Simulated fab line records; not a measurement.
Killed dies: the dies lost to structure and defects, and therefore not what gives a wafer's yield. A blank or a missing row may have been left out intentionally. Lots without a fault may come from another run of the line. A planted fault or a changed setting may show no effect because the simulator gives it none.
The tool behind it: which one?    flow gf180mcu    21 wafers from 7 lots sampled at 2 of the route's 602 steps

## WHAT THE GAUGES READ, wafer by wafer
GF_MVPSD_TW_MEAS_11.
lot   measured      on             MVPSD_TW
L537  day 5 07:03   film metro-01  559.9 555.3 556.5
L541  day 6 06:40   film metro-03  557.5 555.4 556.6
L544  day 7 03:26   film metro-01  522.9 528.6 526.4 525.9 523.9 526.6
L549  day 8 04:10   film metro-01  560.6 559.9 559.2
L555  day 9 23:35   film metro-01  555.8 556.9 559.7
L557  day 10 11:29  film metro-01  556.0 555.5 558.5
L559  day 10 17:18  film metro-02  560.1 557.5 559.1

## TOOL THAT RAN EACH LOT (tool first, then ch and the chambers of the sampled wafers, then the start)
lot   GF_MVPSD_IMPLANT_09
L537  implanter-03 ch 0, day 5 06:48
L541  implanter-03 ch 0, day 6 06:26
L544  implanter-02, day 7 03:11
L549  implanter-04 ch 0, day 8 03:56
L555  implanter-03 ch 0, day 9 23:22
L557  implanter-03 ch 0, day 10 11:14
L559  implanter-02 ch 0, day 10 17:03
- GF_MVPSD_IMPLANT_09

## THE ANSWER, worked out from the rows above alone
Rule: the usual values come from the lots themselves. Put in order of their means at a reading, lots are off if they are a third of the lots or fewer, leave a main group of 4 or more, and stand apart from it by a gap of 3 or more times the standard deviation of the main group's means; of several such gaps the widest counts. If all means in a main group match to the digits the tables above print for the reading, that group is not used. A lot without any number at a reading at which 4 lots or more have one is off too. The other lots that the step has rows for count as sound.
Off: L544, at GF_MVPSD_TW_MEAS_11 (MVPSD_TW). For the main group the mean is 557.8 and the standard deviation 1.2.
If a tool, at a process step before that reading, ran all the lots that are off and no sound lot after the first of them, it fits. Gauges at GF_MVPSD_TW_MEAS_11: tried the same way as those tools. None of those tried fits.

## WHAT THE SIMULATOR PUT IN
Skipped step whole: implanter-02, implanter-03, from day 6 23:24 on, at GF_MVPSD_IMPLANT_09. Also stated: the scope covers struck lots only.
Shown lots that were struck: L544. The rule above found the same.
